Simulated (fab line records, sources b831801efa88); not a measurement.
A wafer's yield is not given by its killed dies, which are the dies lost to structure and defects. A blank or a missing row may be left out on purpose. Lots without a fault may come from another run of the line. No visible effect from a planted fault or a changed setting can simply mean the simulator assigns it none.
fab line records + flow sky130
record:
- lots: 6
- wafers: 18
- lastDay: 50
route steps=708 shown PWDE@52 NWELL@56 PAD_OPEN@708
lots untouched by any fault: they come from a run of this same line in which no faults occurred
startH: the number of hours between the record's first day and the start of the first shown wafer of the lot + waitH: hours from the lot's prior step to this one + " as in the row above + L1.1+2: one row covering several wafers at once + - no value, or no start was given + * or withheld: withheld + < > ~ a bound
route shown NAME@n: names a module that has steps shown in the file, with the first one's number in the route + usual: mean and standard deviation over wafers with no fault + same: alike in all rows + chamber/n: place in a boat + sites: readings site by site + _std_site: standard deviation across them + _edge_site: mean of outer sites minus mean of inner sites + radiusMm: for every site, how far away it sits from the centre of the wafer + mask NAME#n: copy n + behind: the most recent tool/chamber to have shaped the wafer + hold: the reason the lot was held/the length of the hold in hours/how it ended + device: the transistor (n, p or np) that didn't switch + end of line: tests of these same wafers at the route's end + where a step has no rows: the recipe by itself + killed: dies lost to structure and defects at the first sort, not the wafer's yield + map: per-die view of a wafer (x killed, . not killed, _ where there is no die)
set.NAME: setting as actually run; set.NAME@STEP: the setting as run at that earlier step + model.NAME: the simulator's own value behind a step, which no gauge read
lots seen at some steps along the route; tables by step, rows by wafer
services: a tool's chamber out of use, with start hour (startH, from the record's first day; less than 0 if before it), hours out, and reason
== steps ==
step: SKY_PWDE_OVL_MEAS_07
usual:
- PWDE_OVL: 0.6/1.3
| lot.wafer | tool       | chamber | startH | waitH | PWDE_OVL[nm] |
|-----------|------------|---------|--------|-------|--------------|
| L750.1    | overlay-01 | -       | 105.13 | -     | -0.4         |
| L750.2    | "          | -       | "      | "     | 1.1          |
| L750.6    | "          | -       | "      | "     | -0.8         |
| L752.1    | overlay-01 | -       | 111.61 | -     | -0.5         |
| L752.3    | "          | -       | "      | "     | 0.4          |
| L752.5    | "          | -       | "      | "     | 0.6          |
| L760.1    | overlay-02 | -       | 145.25 | -     | -0.9         |
| L760.4    | "          | -       | "      | "     | -1.5         |
| L760.5    | "          | -       | "      | "     | -0.3         |
| L761.2    | overlay-02 | -       | 148.72 | -     | -1.7         |
| L761.5    | "          | -       | "      | "     | -2.1         |
| L761.6    | "          | -       | "      | "     | -0.5         |
| L765.2    | overlay-02 | -       | 168.45 | -     | 0.0          |
| L765.4    | "          | -       | "      | "     | -0.8         |
| L765.5    | "          | -       | "      | "     | -0.5         |
| L769.2    | overlay-01 | -       | 192.52 | -     | 1.6          |
| L769.3    | "          | -       | "      | "     | 4.0          |
| L769.5    | "          | -       | "      | "     | 3.7          |
step: SKY_PWDE_IMPLANT_08
recipe:
- species: B
- energyKev: 152.4
- doseCm2: 3.6e+12
- tiltDeg: withheld
step: SKY_PWDE_STRIP_09
recipe:
- chemistry: O2/N2
- powerW: 1400
- pressureMtorr: 1500
- platenTempC: withheld
- o2FlowSccm: 3000
- n2FlowSccm: 300
- overashFraction: 0.5
usual:
- drypumpMotorCurrentA: 5.4/0.44
- oesProductAu: 0.722/0.0043
- stripTimeToEndpointS: 36.96/0.087
| lot.wafer | tool           | chamber | startH | waitH | drypumpMotorCurrentA | oesProductAu | rfHoursCounterH | stripTimeToEndpointS |
|-----------|----------------|---------|--------|-------|----------------------|--------------|-----------------|----------------------|
| L750.1    | plasmaAsher-01 | 1       | 105.32 | 0.1   | 4.9                  | 0.725        | 42              | 37.03                |
| L750.2    | "              | 0       | "      | "     | 6.0                  | 0.724        | 42              | 36.98                |
| L750.6    | "              | 0       | "      | "     | 6.1                  | 0.715        | -               | 37.14                |
| L752.1    | plasmaAsher-04 | 1       | 111.80 | 0.1   | 5.2                  | 0.731        | 41              | 37.09                |
| L752.3    | "              | 0       | "      | "     | 5.7                  | 0.722        | -               | 37.01                |
| L752.5    | "              | 1       | "      | "     | 5.2                  | 0.721        | -               | 36.97                |
| L760.1    | plasmaAsher-01 | 0       | 145.43 | 0.1   | 6.0                  | 0.724        | 46              | 36.94                |
| L760.4    | "              | 0       | "      | "     | 6.0                  | 0.726        | -               | 36.98                |
| L760.5    | "              | 0       | "      | "     | 6.1                  | 0.726        | -               | 37.02                |
| L761.2    | plasmaAsher-01 | 1       | 148.90 | 0.1   | 5.0                  | 0.721        | 46              | 36.88                |
| L761.5    | "              | 0       | "      | "     | 6.0                  | 0.727        | -               | 36.95                |
| L761.6    | "              | 1       | "      | "     | 4.9                  | 0.720        | -               | 37.06                |
| L765.2    | plasmaAsher-04 | 0       | 168.63 | 0.1   | 5.7                  | 0.722        | 46              | 37.12                |
| L765.4    | "              | 0       | "      | "     | 5.7                  | 0.718        | -               | 37.07                |
| L765.5    | "              | 0       | "      | "     | 5.7                  | 0.729        | -               | 37.07                |
| L769.2    | plasmaAsher-03 | 1       | 192.70 | 0.1   | 4.9                  | 0.720        | 8               | 36.78                |
| L769.3    | "              | 0       | "      | "     | 4.9                  | 0.719        | -               | 36.85                |
| L769.5    | "              | 0       | "      | "     | 4.9                  | 0.716        | -               | 36.86                |
step: SKY_PWDE_TW_MEAS_10
usual:
- PWDE_TW: 376.8/2.7
| lot.wafer | tool         | chamber | startH | waitH | PWDE_TW |
|-----------|--------------|---------|--------|-------|---------|
| L750.1    | filmMetro-04 | -       | 105.42 | 0.1   | 377.0   |
| L750.2    | "            | -       | "      | "     | 375.5   |
| L750.6    | "            | -       | "      | "     | 377.2   |
| L752.1    | filmMetro-02 | -       | 111.90 | 0.1   | 376.1   |
| L752.3    | "            | -       | "      | "     | 377.1   |
| L752.5    | "            | -       | "      | "     | 375.6   |
| L760.1    | filmMetro-02 | -       | 145.53 | 0.1   | 380.4   |
| L760.4    | "            | -       | "      | "     | 380.5   |
| L760.5    | "            | -       | "      | "     | 381.1   |
| L761.2    | filmMetro-02 | -       | 149.01 | 0.1   | 378.4   |
| L761.5    | "            | -       | "      | "     | 380.2   |
| L761.6    | "            | -       | "      | "     | 379.6   |
| L765.2    | filmMetro-02 | -       | 168.74 | 0.1   | 377.7   |
| L765.4    | "            | -       | "      | "     | 377.7   |
| L765.5    | "            | -       | "      | "     | 377.3   |
| L769.2    | filmMetro-04 | -       | 192.81 | 0.1   | 376.2   |
| L769.3    | "            | -       | "      | "     | 377.4   |
| L769.5    | "            | -       | "      | "     | 377.5   |
step: SKY_NWELL_DEHYDRATE_03
recipe:
- tempC: 200
- timeS: 60
step: SKY_NWELL_HMDS_04
recipe:
- primeTimeS: 60
- primeTempC: 120
step: SKY_NWELL_COAT_05
recipe:
- spinRpm: 2000
- resistThkNm: 3000
step: SKY_NWELL_SOFTBAKE_06
recipe:
- tempC: 110
- timeS: withheld
step: SKY_NWELL_EXPOSE_07
recipe:
- maskId: NWM
- na: 0.6
- sourceShape: conventional
- sigmaOuter: 0.6
- polarization: unpolarized
- targetCdNm: 840
- doseMj: 255
step: SKY_NWELL_PEB_08
recipe:
- tempC: 115
- timeS: withheld
step: SKY_NWELL_DEVELOP_09
recipe:
- wallAngleDeg: 90
- developer: TMAH
- developTimeS: 60
- devTempC: 23
step: SKY_NWELL_OVL_MEAS_10
usual:
- NWELL_00_OVL: 1.6/1.6
| lot.wafer | tool       | chamber | startH | waitH | NWELL_00_OVL[nm] |
|-----------|------------|---------|--------|-------|------------------|
| L750.1    | overlay-02 | -       | 123.58 | -     | 3.5              |
| L750.2    | "          | -       | "      | "     | 3.5              |
| L750.6    | "          | -       | "      | "     | 5.5              |
| L752.1    | overlay-01 | -       | 130.62 | -     | 1.5              |
| L752.3    | "          | -       | "      | "     | 0.4              |
| L752.5    | "          | -       | "      | "     | 2.3              |
| L760.1    | overlay-01 | -       | 163.23 | -     | 2.7              |
| L760.4    | "          | -       | "      | "     | 3.3              |
| L760.5    | "          | -       | "      | "     | 3.4              |
| L761.2    | overlay-02 | -       | 166.08 | -     | 0.8              |
| L761.5    | "          | -       | "      | "     | 0.6              |
| L761.6    | "          | -       | "      | "     | -0.3             |
| L765.2    | overlay-01 | -       | 189.68 | -     | 3.0              |
| L765.4    | "          | -       | "      | "     | 0.9              |
| L765.5    | "          | -       | "      | "     | 3.0              |
| L769.2    | overlay-01 | -       | 214.89 | -     | 2.5              |
| L769.3    | "          | -       | "      | "     | 3.2              |
| L769.5    | "          | -       | "      | "     | 2.1              |
step: SKY_NWELL_IMPLANT_11
recipe:
- species: P
- energyKev: 400
- doseCm2: 1.9e+13
- tiltDeg: withheld
usual:
- beamOnS: 10.00/0.2
- doseIonsCm2: 1.8998e+13/1.9e+10
- endStationPressureTorr: 5e-06/3.1e-07
| lot.wafer | tool         | chamber | startH | waitH | beamOnS | doseIonsCm2 | endStationPressureTorr |
|-----------|--------------|---------|--------|-------|---------|-------------|------------------------|
| L750.1    | implanter-03 | 0       | 123.62 | 0.0   | 9.79    | 1.8999e+13  | 5.5e-06                |
| L750.2    | "            | 0       | "      | "     | 9.81    | 1.8971e+13  | 5e-06                  |
| L750.6    | "            | 0       | "      | "     | 10.13   | 1.9e+13     | 5.4e-06                |
| L752.1    | implanter-01 | 0       | 130.66 | 0.0   | 9.93    | 1.8984e+13  | 4e-06                  |
| L752.3    | "            | 0       | "      | "     | 10.13   | 1.8981e+13  | 5.1e-06                |
| L752.5    | "            | 0       | "      | "     | 9.89    | 1.8983e+13  | 4.8e-06                |
| L760.1    | implanter-03 | 0       | 163.27 | 0.0   | 10.20   | 1.9474e+13  | 4.7e-06                |
| L760.4    | "            | 0       | "      | "     | 9.70    | 1.9503e+13  | 5.1e-06                |
| L760.5    | "            | 0       | "      | "     | 10.02   | 1.949e+13   | 5.3e-06                |
| L761.2    | implanter-03 | 0       | 166.13 | 0.0   | 9.92    | 1.9502e+13  | 4.8e-06                |
| L761.5    | "            | 0       | "      | "     | 10.19   | 1.9499e+13  | 5.5e-06                |
| L761.6    | "            | 0       | "      | "     | 9.76    | 1.9522e+13  | 4.8e-06                |
| L765.2    | implanter-04 | 0       | 189.73 | 0.0   | 9.82    | 1.8957e+13  | 5.3e-06                |
| L765.4    | "            | 0       | "      | "     | 10.00   | 1.8992e+13  | 5.7e-06                |
| L765.5    | "            | 0       | "      | "     | 9.81    | 1.8979e+13  | 5.2e-06                |
| L769.2    | implanter-01 | 0       | 214.94 | 0.0   | 9.83    | 1.9007e+13  | 4.7e-06                |
| L769.3    | "            | 0       | "      | "     | 9.79    | 1.9043e+13  | 5.2e-06                |
| L769.5    | "            | 0       | "      | "     | 9.75    | 1.9028e+13  | 4.5e-06                |
step: SKY_NWELL_IMPLANT_12
recipe:
- species: P
- energyKev: 120
- doseCm2: 1.3e+12
- tiltDeg: withheld
step: SKY_NWELL_IMPLANT_13
recipe:
- species: P
- energyKev: 50
- doseCm2: 7e+11
- tiltDeg: withheld
step: SKY_NWELL_STRIP_14
recipe:
- chemistry: O2/N2
- powerW: 1400
- pressureMtorr: 1500
- platenTempC: withheld
- o2FlowSccm: 3000
- n2FlowSccm: 300
- overashFraction: 0.5
usual:
- drypumpMotorCurrentA: 5.6/0.49
- oesProductAu: 0.722/0.0042
- stripTimeToEndpointS: 36.96/0.086
| lot.wafer | tool           | chamber | startH | waitH | drypumpMotorCurrentA | oesProductAu | rfHoursCounterH | stripTimeToEndpointS |
|-----------|----------------|---------|--------|-------|----------------------|--------------|-----------------|----------------------|
| L750.1    | plasmaAsher-04 | 1       | 124.07 | 0.1   | 5.2                  | 0.716        | 42              | 36.97                |
| L750.2    | "              | 0       | "      | "     | 5.7                  | 0.719        | 42              | 37.00                |
| L750.6    | "              | 1       | "      | "     | 5.2                  | 0.727        | -               | 37.00                |
| L752.1    | plasmaAsher-02 | 0       | 131.11 | 0.1   | 5.8                  | 0.723        | 31              | 37.04                |
| L752.3    | "              | 0       | "      | "     | 5.8                  | 0.715        | -               | 36.89                |
| L752.5    | "              | 0       | "      | "     | 5.8                  | 0.724        | -               | 37.00                |
| L760.1    | plasmaAsher-02 | 0       | 163.72 | 0.1   | 5.8                  | 0.723        | 35              | 36.85                |
| L760.4    | "              | 0       | "      | "     | 5.8                  | 0.725        | -               | 36.91                |
| L760.5    | "              | 1       | "      | "     | 6.4                  | 0.721        | -               | 36.81                |
| L761.2    | plasmaAsher-01 | 0       | 166.56 | 0.1   | 6.0                  | 0.718        | 48              | 37.01                |
| L761.5    | "              | 1       | "      | "     | 4.9                  | 0.719        | -               | 36.93                |
| L761.6    | "              | 0       | "      | "     | 6.0                  | 0.719        | -               | 37.05                |
| L765.2    | plasmaAsher-04 | 1       | 190.16 | 0.1   | 5.2                  | 0.721        | 48              | 36.94                |
| L765.4    | "              | 1       | "      | "     | 5.2                  | 0.721        | -               | 36.91                |
| L765.5    | "              | 0       | "      | "     | 5.7                  | 0.727        | -               | 37.03                |
| L769.2    | plasmaAsher-01 | 0       | 215.37 | 0.1   | 6.0                  | 0.716        | 53              | 37.10                |
| L769.3    | "              | 1       | "      | "     | 5.0                  | 0.722        | -               | 37.00                |
| L769.5    | "              | 0       | "      | "     | 6.0                  | 0.717        | -               | 36.99                |
step: SKY_NWELL_TW_MEAS_15
usual:
- NWELL_TW: 1832/13
| lot.wafer | tool         | chamber | startH | waitH | NWELL_TW |
|-----------|--------------|---------|--------|-------|----------|
| L750.1    | filmMetro-02 | -       | 124.17 | 0.1   | 1822     |
| L750.2    | "            | -       | "      | "     | 1826     |
| L750.6    | "            | -       | "      | "     | 1818     |
| L752.1    | filmMetro-04 | -       | 131.21 | 0.1   | 1848     |
| L752.3    | "            | -       | "      | "     | 1854     |
| L752.5    | "            | -       | "      | "     | 1836     |
| L760.1    | filmMetro-03 | -       | 163.82 | 0.1   | 1833     |
| L760.4    | "            | -       | "      | "     | 1829     |
| L760.5    | "            | -       | "      | "     | 1841     |
| L761.2    | filmMetro-02 | -       | 166.67 | 0.1   | 1860     |
| L761.5    | "            | -       | "      | "     | 1862     |
| L761.6    | "            | -       | "      | "     | 1870     |
| L765.2    | filmMetro-03 | -       | 190.27 | 0.1   | 1834     |
| L765.4    | "            | -       | "      | "     | 1828     |
| L765.5    | "            | -       | "      | "     | 1824     |
| L769.2    | filmMetro-04 | -       | 215.48 | 0.1   | 1835     |
| L769.3    | "            | -       | "      | "     | 1830     |
| L769.5    | "            | -       | "      | "     | 1833     |
step: SKY_NWELL_DEHYDRATE_16
recipe:
- tempC: 200
- timeS: 60
step: SKY_NWELL_HMDS_17
recipe:
- primeTimeS: 60
- primeTempC: 120
step: SKY_NWELL_COAT_18
recipe:
- spinRpm: 2000
- resistThkNm: 3000
step: SKY_NWELL_SOFTBAKE_19
recipe:
- tempC: 110
- timeS: withheld
step: SKY_NWELL_EXPOSE_20
recipe:
- maskId: NWM_COMPLEMENT
- na: 0.6
- sourceShape: conventional
- sigmaOuter: 0.6
- polarization: unpolarized
- targetCdNm: 840
- doseMj: 260
step: SKY_NWELL_PEB_21
recipe:
- tempC: 115
- timeS: withheld
step: SKY_NWELL_DEVELOP_22
recipe:
- wallAngleDeg: 90
- developer: TMAH
- developTimeS: 60
- devTempC: 23
step: SKY_NWELL_OVL_MEAS_23
usual:
- NWELL_01_OVL: 2.0/1.5
| lot.wafer | tool       | chamber | startH | waitH | NWELL_01_OVL[nm] |
|-----------|------------|---------|--------|-------|------------------|
| L750.1    | overlay-01 | -       | 143.66 | -     | 1.0              |
| L750.2    | "          | -       | "      | "     | 0.8              |
| L750.6    | "          | -       | "      | "     | -0.2             |
| L752.1    | overlay-02 | -       | 149.71 | -     | 1.8              |
| L752.3    | "          | -       | "      | "     | 1.9              |
| L752.5    | "          | -       | "      | "     | 1.7              |
| L760.1    | overlay-02 | -       | 184.66 | -     | 2.0              |
| L760.4    | "          | -       | "      | "     | 0.6              |
| L760.5    | "          | -       | "      | "     | 1.0              |
| L761.2    | overlay-02 | -       | 188.27 | -     | 3.7              |
| L761.5    | "          | -       | "      | "     | 2.1              |
| L761.6    | "          | -       | "      | "     | 0.7              |
| L765.2    | overlay-01 | -       | 212.29 | -     | 3.2              |
| L765.4    | "          | -       | "      | "     | 3.3              |
| L765.5    | "          | -       | "      | "     | 5.4              |
| L769.2    | overlay-01 | -       | 237.97 | -     | 2.0              |
| L769.3    | "          | -       | "      | "     | 1.8              |
| L769.5    | "          | -       | "      | "     | 0.9              |
step: SKY_NWELL_IMPLANT_24
recipe:
- species: B
- energyKev: 140
- doseCm2: 9.2e+12
- tiltDeg: withheld
step: SKY_NWELL_STRIP_25
recipe:
- chemistry: O2/N2
- powerW: 1400
- pressureMtorr: 1500
- platenTempC: withheld
- o2FlowSccm: 3000
- n2FlowSccm: 300
- overashFraction: 0.5
usual:
- drypumpMotorCurrentA: 5.7/0.48
- oesProductAu: 0.723/0.0047
- stripTimeToEndpointS: 36.96/0.098
| lot.wafer | tool           | chamber | startH | waitH | drypumpMotorCurrentA | oesProductAu | rfHoursCounterH | stripTimeToEndpointS |
|-----------|----------------|---------|--------|-------|----------------------|--------------|-----------------|----------------------|
| L750.1    | plasmaAsher-02 | 0       | 143.85 | 0.1   | 5.9                  | 0.727        | 32              | 36.97                |
| L750.2    | "              | 1       | "      | "     | 6.4                  | 0.719        | 32              | 36.90                |
| L750.6    | "              | 0       | "      | "     | 5.9                  | 0.725        | -               | 36.89                |
| L752.1    | plasmaAsher-04 | 1       | 149.90 | 0.1   | 5.2                  | 0.725        | 44              | 36.78                |
| L752.3    | "              | 0       | "      | "     | 5.7                  | 0.721        | -               | 36.76                |
| L752.5    | "              | 1       | "      | "     | 5.2                  | 0.724        | -               | 36.77                |
| L760.1    | plasmaAsher-01 | 1       | 184.85 | 0.1   | 4.9                  | 0.731        | 50              | 36.92                |
| L760.4    | "              | 1       | "      | "     | 4.9                  | 0.719        | -               | 36.78                |
| L760.5    | "              | 1       | "      | "     | 4.9                  | 0.727        | -               | 36.81                |
| L761.2    | plasmaAsher-02 | 1       | 188.45 | 0.1   | 6.4                  | 0.718        | 37              | 36.82                |
| L761.5    | "              | 1       | "      | "     | 6.4                  | 0.731        | -               | 36.94                |
| L761.6    | "              | 0       | "      | "     | 5.8                  | 0.726        | -               | 36.94                |
| L765.2    | plasmaAsher-02 | 1       | 212.47 | 0.1   | 6.4                  | 0.724        | 40              | 36.94                |
| L765.4    | "              | 0       | "      | "     | 5.8                  | 0.723        | -               | 36.85                |
| L765.5    | "              | 1       | "      | "     | 6.4                  | 0.729        | -               | 36.95                |
| L769.2    | plasmaAsher-04 | 1       | 238.15 | 0.1   | 5.2                  | 0.719        | 53              | 36.98                |
| L769.3    | "              | 0       | "      | "     | 5.7                  | 0.714        | -               | 37.25                |
| L769.5    | "              | 0       | "      | "     | 5.7                  | 0.725        | -               | 37.08                |
step: SKY_NWELL_TW_MEAS_26
usual:
- NWELL_2_TW: 500/3.2
| lot.wafer | tool         | chamber | startH | waitH | NWELL_2_TW |
|-----------|--------------|---------|--------|-------|------------|
| L750.1    | filmMetro-02 | -       | 143.95 | 0.1   | 497        |
| L750.2    | "            | -       | "      | "     | 496        |
| L750.6    | "            | -       | "      | "     | 507        |
| L752.1    | filmMetro-03 | -       | 150.00 | 0.1   | 497        |
| L752.3    | "            | -       | "      | "     | 498        |
| L752.5    | "            | -       | "      | "     | 498        |
| L760.1    | filmMetro-03 | -       | 184.95 | 0.1   | 498        |
| L760.4    | "            | -       | "      | "     | 501        |
| L760.5    | "            | -       | "      | "     | 499        |
| L761.2    | filmMetro-03 | -       | 188.56 | 0.1   | 497        |
| L761.5    | "            | -       | "      | "     | 498        |
| L761.6    | "            | -       | "      | "     | 499        |
| L765.2    | filmMetro-04 | -       | 212.58 | 0.1   | 500        |
| L765.4    | "            | -       | "      | "     | 502        |
| L765.5    | "            | -       | "      | "     | 501        |
| L769.2    | filmMetro-03 | -       | 238.26 | 0.1   | 498        |
| L769.3    | "            | -       | "      | "     | 495        |
| L769.5    | "            | -       | "      | "     | 497        |
step: SKY_NWELL_CLEAN_27
recipe:
- chemistry: SC1/SC2
- mix: 1:4:20
- tempC: 70
- timeS: 150
- dry: n2Spin
step: SKY_NWELL_RTA_28
recipe:
- tempC: 1050
- timeS: 30
- idleTempC: 650
- rampUpCPerS: 150
- rampDownCPerS: 90
- ambient: N2
usual:
- lampPowerPct: 25.30/0.046
- wafer_temp_C_max: 1054.8/0.91
| lot.wafer | tool         | chamber | startH | waitH | lampPowerPct | wafer_temp_C_max |
|-----------|--------------|---------|--------|-------|--------------|------------------|
| L750.1    | rtpAnneal-02 | 0       | 144.06 | 0.0   | 25.30        | 1053.7           |
| L750.2    | "            | 0       | "      | "     | 25.37        | 1054.7           |
| L750.6    | "            | 0       | "      | "     | 25.35        | 1054.9           |
| L752.1    | rtpAnneal-01 | 0       | 150.11 | 0.0   | 25.31        | 1055.7           |
| L752.3    | "            | 0       | "      | "     | 25.20        | 1053.8           |
| L752.5    | "            | 0       | "      | "     | 25.33        | 1054.1           |
| L760.1    | rtpAnneal-02 | 0       | 185.06 | 0.0   | 25.24        | 1053.3           |
| L760.4    | "            | 0       | "      | "     | 25.34        | 1057.3           |
| L760.5    | "            | 0       | "      | "     | 25.40        | 1055.7           |
| L761.2    | rtpAnneal-02 | 0       | 188.68 | 0.0   | 25.31        | 1054.5           |
| L761.5    | "            | 0       | "      | "     | 25.36        | 1053.6           |
| L761.6    | "            | 0       | "      | "     | 25.25        | 1054.7           |
| L765.2    | rtpAnneal-01 | 0       | 212.69 | 0.0   | 25.29        | 1056.0           |
| L765.4    | "            | 0       | "      | "     | 25.32        | 1054.8           |
| L765.5    | "            | 0       | "      | "     | 25.31        | 1053.8           |
| L769.2    | rtpAnneal-02 | 0       | 238.39 | 0.0   | 25.34        | 1054.6           |
| L769.3    | "            | 0       | "      | "     | 25.29        | 1055.4           |
| L769.5    | "            | 0       | "      | "     | 25.32        | 1053.6           |
step: SKY_NWELL_RS_MEAS_29
recipe:
- thkMeasGauge: four-point-probe
usual:
- NWELL_RS: 625.0/1.6
| lot.wafer | tool         | chamber | startH | waitH | hold                    | NWELL_RS[ohm/sq] |
|-----------|--------------|---------|--------|-------|-------------------------|------------------|
| L750.1    | filmMetro-04 | -       | 144.16 | 0.1   | -                       | 621.1            |
| L750.2    | "            | -       | "      | "     | -                       | 622.5            |
| L750.6    | "            | -       | "      | "     | -                       | 621.9            |
| L752.1    | filmMetro-04 | -       | 150.21 | 0.1   | -                       | 622.9            |
| L752.3    | "            | -       | "      | "     | -                       | 624.0            |
| L752.5    | "            | -       | "      | "     | -                       | 622.5            |
| L760.1    | filmMetro-04 | -       | 185.16 | 0.1   | awaitDispo/0.2h/release | 617.8            |
| L760.4    | "            | -       | "      | "     | awaitDispo/0.2h/release | 614.1            |
| L760.5    | "            | -       | "      | "     | awaitDispo/0.2h/release | 617.6            |
| L760.1    | filmMetro-04 | -       | 185.52 | 0.3   | -                       | 616.2            |
| L760.4    | "            | -       | "      | "     | -                       | 616.0            |
| L760.5    | "            | -       | "      | "     | -                       | 617.8            |
| L761.2    | filmMetro-02 | -       | 188.78 | 0.1   | awaitDispo/0.2h/release | 617.7            |
| L761.5    | "            | -       | "      | "     | awaitDispo/0.2h/release | 617.3            |
| L761.6    | "            | -       | "      | "     | awaitDispo/0.2h/release | 615.6            |
| L761.2    | filmMetro-02 | -       | 189.14 | 0.3   | -                       | 616.7            |
| L761.5    | "            | -       | "      | "     | -                       | 616.1            |
| L761.6    | "            | -       | "      | "     | -                       | 616.4            |
| L765.2    | filmMetro-03 | -       | 212.80 | 0.1   | -                       | 623.3            |
| L765.4    | "            | -       | "      | "     | -                       | 624.5            |
| L765.5    | "            | -       | "      | "     | -                       | 622.8            |
| L769.2    | filmMetro-02 | -       | 238.58 | 0.2   | -                       | 624.8            |
| L769.3    | "            | -       | "      | "     | -                       | 625.3            |
| L769.5    | "            | -       | "      | "     | -                       | 626.0            |
step: SKY_PAD_OPEN_PROBE_99
usual:
- killed_at_M0_to_M3: 44/7.2
- killed_at_M4_up: 3.2/1.8
- killedAtContacts: 24/5.4
- killedAtFrontEnd: 15/4
- killedAtOther: 0.3/0.56
- killedDies: 87/9.2
- killedOpen: 47/7.3
- killedShort: 39/5.7
same:
- grossDies: 492
- killedAtBackSide: 0
| lot.wafer | tool      | chamber | startH  | waitH | killed_at_M0_to_M3 | killed_at_M4_up | killedAtContacts | killedAtFrontEnd | killedAtOther | killedDies | killedOpen | killedShort |
|-----------|-----------|---------|---------|-------|--------------------|-----------------|------------------|------------------|---------------|------------|------------|-------------|
| L750.1    | prober-01 | -       | 1113.09 | 0.1   | 38                 | 4               | 25               | 17               | 0             | 84         | 43         | 41          |
| L750.2    | prober-01 | -       | 1113.14 | 0.1   | 47                 | 1               | 32               | 18               | 0             | 98         | 56         | 41          |
| L750.6    | prober-01 | -       | 1113.34 | 0.2   | 48                 | 3               | 20               | 15               | 0             | 86         | 51         | 35          |
| L752.1    | prober-02 | -       | 1120.88 | 0.1   | 31                 | 5               | 26               | 16               | 1             | 79         | 38         | 41          |
| L752.3    | prober-02 | -       | 1120.98 | 0.2   | 40                 | 4               | 26               | 11               | 1             | 82         | 37         | 44          |
| L752.5    | prober-02 | -       | 1121.08 | 0.2   | 50                 | 1               | 29               | 14               | 0             | 94         | 56         | 38          |
| L760.1    | prober-01 | -       | 1152.51 | 0.1   | 37                 | 3               | 17               | 12               | 0             | 69         | 40         | 28          |
| L760.4    | prober-01 | -       | 1152.66 | 0.2   | 34                 | 0               | 23               | 14               | 0             | 71         | 35         | 36          |
| L760.5    | prober-01 | -       | 1152.71 | 0.2   | 54                 | 2               | 27               | 13               | 0             | 96         | 55         | 41          |
killed by level:class
L750.1 CONTACT:geometricParticle:open=9 METAL2:geometricParticle:short=9 LI_CONTACT:geometricParticle:open=8 VIA1:geometricParticle:open=8 METAL1:geometricParticle:short=6 FIELD_ISO:geometricParticle:short=5 POLY_GATE:geometricParticle:open=5 CONTACT:geometricParticle:short=4
L750.2 CONTACT:geometricParticle:open=11 VIA1:geometricParticle:open=9 VIA2:geometricParticle:open=9 LI_CONTACT:geometricParticle:open=8 FIELD_ISO:geometricParticle:short=7 LI_CONTACT:geometricParticle:short=5 VIA1:geometricParticle:short=5 METAL1:geometricParticle:short=4
L750.6 VIA1:geometricParticle:open=11 CONTACT:geometricParticle:open=9 FIELD_ISO:geometricParticle:open=7 VIA3:geometricParticle:open=7 VIA1:geometricParticle:short=6 VIA2:geometricParticle:open=5 LOCAL_INTERCONNECT:geometricParticle:short=4 METAL1:geometricParticle:short=4
L752.1 CONTACT:geometricParticle:open=12 CONTACT:geometricParticle:short=7 VIA1:geometricParticle:open=6 FIELD_ISO:geometricParticle:open=4 FIELD_ISO:geometricParticle:short=4 LOCAL_INTERCONNECT:geometricParticle:short=4 VIA3:geometricParticle:open=4 METAL4:geometricParticle:short=4
L752.3 CONTACT:geometricParticle:open=9 LI_CONTACT:geometricParticle:open=9 METAL2:geometricParticle:short=7 VIA1:geometricParticle:open=7 CONTACT:geometricParticle:short=6 VIA1:geometricParticle:short=6 POLY_GATE:geometricParticle:short=5 METAL1:geometricParticle:short=4
L752.5 VIA1:geometricParticle:open=13 VIA2:geometricParticle:open=11 CONTACT:geometricParticle:open=10 LI_CONTACT:geometricParticle:open=7 FIELD_ISO:geometricParticle:open=6 CONTACT:geometricParticle:short=5 LOCAL_INTERCONNECT:geometricParticle:short=5 METAL1:geometricParticle:short=5
L760.1 VIA1:geometricParticle:open=12 CONTACT:geometricParticle:short=5 VIA2:geometricParticle:open=5 LI_CONTACT:geometricParticle:open=4 LOCAL_INTERCONNECT:geometricParticle:short=4 CONTACT:geometricParticle:open=4 METAL2:geometricParticle:short=4 POLY_GATE:geometricParticle:open=3
L760.4 VIA1:geometricParticle:open=8 CONTACT:geometricParticle:open=7 FIELD_ISO:geometricParticle:short=6 LI_CONTACT:geometricParticle:open=6 LOCAL_INTERCONNECT:geometricParticle:short=5 METAL2:geometricParticle:short=5 VIA3:geometricParticle:open=5 CONTACT:geometricParticle:short=4
L760.5 VIA1:geometricParticle:open=12 CONTACT:geometricParticle:short=8 VIA3:geometricParticle:open=8 CONTACT:geometricParticle:open=8 VIA2:geometricParticle:open=8 METAL1:geometricParticle:short=7 VIA1:geometricParticle:short=6 LI_CONTACT:geometricParticle:open=5
== services ==
| tool           | chamber | startH | hours | kind      |
|----------------|---------|--------|-------|-----------|
| implanter-04   | -       | 81.42  | 1.7   | repair    |
| plasmaAsher-01 | -       | 83.09  | 0.7   | repair    |
| implanter-01   | -       | 90.51  | 2.9   | pm        |
| plasmaAsher-01 | -       | 93.93  | 0.5   | repair    |
| implanter-01   | -       | 104.05 | 3.2   | repair    |
| implanter-03   | -       | 107.35 | 5.1   | pm        |
| plasmaAsher-03 | -       | 108.75 | 9.0   | pm        |
| plasmaAsher-03 | 0       | 108.75 | 9.0   | ventCycle |
| plasmaAsher-03 | 1       | 108.75 | 9.0   | ventCycle |
| plasmaAsher-02 | -       | 110.28 | 2.8   | pm        |
| plasmaAsher-03 | 0       | 117.75 | -     | clean     |
| plasmaAsher-03 | 1       | 117.75 | -     | clean     |
| implanter-01   | -       | 126.21 | 1.3   | repair    |
| plasmaAsher-04 | -       | 143.85 | 6.0   | repair    |
| plasmaAsher-01 | -       | 163.85 | 1.7   | repair    |
| plasmaAsher-02 | -       | 184.35 | 0.9   | repair    |
| implanter-01   | -       | 201.30 | 1.9   | repair    |
| implanter-01   | -       | 218.01 | 3.5   | repair    |
== key ==
firstSign:
- step: SKY_NWELL_IMPLANT_11
- reading: doseIonsCm2
- direction: up
- sigmas: 27
- usual: *
- struck: *
effect:
- step: SKY_NWELL_RS_MEAS_29
- reading: visit
- direction: added
effect:
- step: SKY_NWELL_RS_MEAS_29
- reading: NWELL_RS
- direction: down
- sigmas: 5.1
- usual: 625.0
- struck: 616.7
metAt SKY_NWELL_IMPLANT_11
struckWafers L760.1,L760.4,L760.5,L761.2,L761.5,L761.6
testerLeftOut L760,L761
onsetBetween 123.62 163.27
fault:
- kind: processParameterDrift
- tool: implanter-03
- chamber: -
- onsetH: 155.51
- steps: SKY_NWELL_IMPLANT_11
- channel: doseCm2
- offset: *
- shape: step
- endH: 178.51
- actsIn: *
- stated: *
testerLeftOut: of these lots the tester's yield and bins aren't shown, on N5 and GAA mostly nor the transistor test; their killed dies are dies lost to structure and defects alone, not to doping, threshold or leakage, so they don't give the yield
